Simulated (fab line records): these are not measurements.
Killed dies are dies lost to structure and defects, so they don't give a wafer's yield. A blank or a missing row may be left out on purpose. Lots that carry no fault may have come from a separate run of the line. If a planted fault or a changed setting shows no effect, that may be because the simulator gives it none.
A lot that was struck, set against a sound lot | flow sky130 | 18 steps out of a route of 708
Sound: these wafers, L951.1, L951.3, L951.5. Struck: wafers L950.1, L950.3, L950.5. At the end, the cause is stated.
For every step that has rows: the tool of each side, followed by ch and its chambers, followed by its first start. Under that, the readings that differ: sound wafers | struck wafers | difference of the means | sigmas: that difference in standard deviations of wafers without a fault.
alike: readings with means less than 2 such deviations apart, plus words and numbers identical on both sides. not compared: withheld readings, readings lacking a value on some wafer, bounds such as >300 that could conceal the same value, and numbers that have no deviation in the record and whose values overlap.
A row with sigmas, a row that says differs or no value, or rows on one side alone: a step with any of these is where the two part. Numbers that don't overlap but have no deviation are shown without sigmas and don't part them. Lack of a reading on every wafer of one side parts them only where that side has two or more wafers.

first, 5 steps without rows for these wafers: SKY_VIA4_COAT_06 (resist thk 1140 nm); SKY_VIA4_SOFTBAKE_07 (time 60 s); SKY_VIA4_EXPOSE_08 (exposes mask VIM4, target cd 800 nm); SKY_VIA4_PEB_09; SKY_VIA4_DEVELOP_10 (develop time 60 s).
SKY_VIA4_OVL_MEAS_11:
  sound on overlay-02, day 48 21:22; struck on overlay-02, day 47 08:41
  alike: VIA4_OVL
SKY_VIA4_ETCH_12: etches SiO2 in C4F8/O2/Ar, stops on TiN, target depth 580 nm.
  sound on rieDiel-03 ch 0,2, day 48 21:24; struck on rieDiel-01 ch 1,3, day 47 08:44
  alike: oesProductAu
SKY_VIA4_STRIP_13: strips in O2/N2.
  sound on plasmaAsher-02 ch 0,1, day 48 21:28; struck on plasmaAsher-04 ch 0,1, day 47 08:48
  alike: drypumpMotorCurrentA, o2FlowSccm, oesProductAu, stripTimeToEndpointS
  not compared: rfHoursCounterH
then, 3 steps without rows for these wafers: SKY_VIA4_STRIP_14 (strips in post etch residue remover, time 1200 s); SKY_VIA4_CLEAN_15 (cleans in IPA, time 180 s); SKY_VIA4_CLEAN_16 (cleans in O3/DIW).
SKY_VIA4_SPUTTER_17: material TiN, target thk 20 nm, time 80 s.
  sound on pvdSputter-04, day 48 22:04; struck on pvdSputter-02, day 47 09:24
  alike: throttleValvePct
SKY_VIA4_CVD_18: deposits W, target thk 505 nm, time 152.14 s.
  sound on cvdW-02 ch 0,1, day 48 22:08; struck on cvdW-01 ch 0, day 47 09:28
reading                           | sound                | struck               | difference | sigmas
susceptorTempC (C)                | 400.14 399.87 399.75 | 394.62 394.50 394.54 | -5.37      | -22
model.W_of_VIA4_CVD_18.thkNm (nm) | 506.1 502.4 503.2    | 453.2 461.2 455.2    | -47.4      | 
  alike: heaterPowerW
SKY_VIA4_RS_MEAS_19: a four-point-probe measurement.
  sound on filmMetro-02, day 48 22:17; struck on filmMetro-03, day 47 09:37
reading            | sound                | struck               | difference | sigmas
VIA4_W_RS (ohm/sq) | 0.2263 0.2279 0.2269 | 0.2521 0.2483 0.2513 | +0.0235    | +8
SKY_VIA4_THK_MEAS_20: measures by xrf.
  sound on filmMetro-02, day 48 22:25; struck on filmMetro-03, day 47 09:44
reading         | sound       | struck      | difference | sigmas
VIA4_W_THK (nm) | 512 510 509 | 457 465 461 | -49        | -6
SKY_VIA4_CMP_21: polishes, stops on SiO2, t overpolish 25 s, target thk 0 nm.
  sound on cmp-02 ch 0,3, day 48 22:28; struck on cmp-01 ch 0,2, day 47 09:50
reading             | sound       | struck      | difference | sigmas
timeToEndpointS (s) | 126 122 125 | 117 105 114 | -12        | -3
  alike: motorCurrentA
SKY_METAL5_SPUTTER_00: material Ti, target thk 15 nm, time 10 s.
  sound on pvdSputter-02, day 48 22:46; struck on pvdSputter-04, day 47 10:05
  alike: throttleValvePct
following that, these wafers have no rows for 1 step: SKY_PAD_OPEN_PROBE_99.

## WHERE THEY PART
Last at SKY_VIA4_CMP_21 as far as this record goes, first at SKY_VIA4_CVD_18. Later steps at which nothing parts them and some readings are alike: SKY_METAL5_SPUTTER_00.

WHY: the cause the simulator had injected
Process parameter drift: cvdW-01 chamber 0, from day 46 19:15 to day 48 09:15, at SKY_VIA4_CVD_18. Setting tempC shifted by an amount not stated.
